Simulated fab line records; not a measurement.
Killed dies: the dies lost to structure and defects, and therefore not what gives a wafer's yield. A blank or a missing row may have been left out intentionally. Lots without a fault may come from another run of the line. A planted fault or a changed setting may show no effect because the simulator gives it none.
Problem report in the 8D (eight disciplines) form, filled by code | flow sky130 | the parts of the form that need people (team, actions taken, sign-off) are left out

== 1. PROBLEM STATEMENT ==
At SKY_VIA4_STRIP_13, strip_time_to_endpoint_s averages 14.168 s over 6 wafers from 2 lots, while fault-free wafers read 12.797 s, standard deviation 0.029. That is +47 standard deviations from the usual mean.
The step: strips in O2/N2.
Seen first at day 46 00:05 on plasma_asher-04, wafer L190.3. The record has a number at this step for 39 wafers belonging to 13 lots. By rule, "out" or "out of limits" means more than 4 standard deviations away from the usual mean. The rest of the wafers with a number are treated as sound.

== 2. WHAT THIS IS AND IS NOT ==
question                    | is                       | is not
which readings at this step | strip_time_to_endpoint_s | drypump_motor_current_A
which lots                  | L190, L191               | L179, L182, L186, L193, L194, L195, L197, L198, L200, L201, L202
which wafers of those lots  | all that have a number   | -
read on which tools         | plasma_asher-04          | plasma_asher-01, plasma_asher-02
when                        | from day 46 00:05        | up to then (9 sound wafers); but 24 sound wafers of L193, L194, L195, L197, L198, L200, L201, L202 came after

== 3. WHAT RULES OUT EACH SUSPECT ==
Counting: any tool at a process step up to the reading is kept as a suspect provided that every lot that is out went through it and no sound lot did after the first of them.
- rie_diel-02 at SKY_VIA4_ETCH_12 (etches SiO2 in C4F8/O2/Ar, stops on TiN, target depth 580 nm): ruled out as a lasting fault. The sound lots L194, L195, L197, L198, L202 went through it after L190, its earliest lot that is out (day 45 23:59).
- plasma_asher-04 at SKY_VIA4_STRIP_13 (strips in O2/N2): ruled out as a lasting fault. The sound lots L197, L201 went through it after L190, its earliest lot that is out (day 46 00:05).
Left after counting: nothing in the record.

== 4. THE CAUSE (what the simulator had put in) ==
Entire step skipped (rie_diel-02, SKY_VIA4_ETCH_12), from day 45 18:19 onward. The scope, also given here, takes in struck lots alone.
Counting ruled it out, wrongly: the rule takes a fault to strike every lot that its tool runs from its start on, and this one did not.

== 5. THE EFFECT CHAIN, in route order ==
Each row: a reading whose mean over the struck wafers that have a number lies more than 3 standard deviations from the usual. Only readings for which the record gives a usual standard deviation are gone through. hours: the time from each lot's start at the first step in this table that gives one to its start at this step, as a median over the lots. sigmas: the change in usual standard deviations.
hours | step                  | reading                  | usual    | on struck wafers | change | sigmas
0     | SKY_VIA4_STRIP_13     | strip_time_to_endpoint_s | 12.797 s | 14.168           | +1.371 | +47
63    | SKY_PAD_OPEN_PROBE_99 | defect_limited_yield     | 82.1 %   | 0.0              | -82.1  | -46
63    | SKY_PAD_OPEN_PROBE_99 | killed_at_M4_up          | 3.3      | 408.2            | +404.9 | +99 or more
63    | SKY_PAD_OPEN_PROBE_99 | killed_dies              | 88       | 492              | +404   | +45
63    | SKY_PAD_OPEN_PROBE_99 | killed_on_rim            | 17       | 96               | +79    | +21
63    | SKY_PAD_OPEN_PROBE_99 | sort_bin_5_function      | 10.6 %   | 92.7             | +82.1  | +59
63    | SKY_PAD_OPEN_PROBE_99 | sort_n_pass              | 404      | 0                | -404   | -45
63    | SKY_PAD_OPEN_PROBE_99 | sort_yield_pct           | 82.1 %   | 0.0              | -82.1  | -46
Here are the process steps it includes:
- SKY_VIA4_STRIP_13: strips in O2/N2.
- SKY_PAD_OPEN_PROBE_99
Readings that are blank on the struck wafers while sound wafers have them: bias_w at SKY_VIA4_ETCH_12; chamber_pressure_mTorr at SKY_VIA4_ETCH_12; oes_product_au at SKY_VIA4_ETCH_12; rf_fwd_power_W at SKY_VIA4_ETCH_12.

== 6. HOW IT WOULD HAVE BEEN CAUGHT EARLIER ==
The fault began at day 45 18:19; the first out-of-limits reading in this record came at day 46 00:05, 6 hours later.
At SKY_VIA4_ETCH_12 the tool's readings are blank on the struck wafers, where sound wafers have them: an empty tool record is the first sign, and it was there at once.
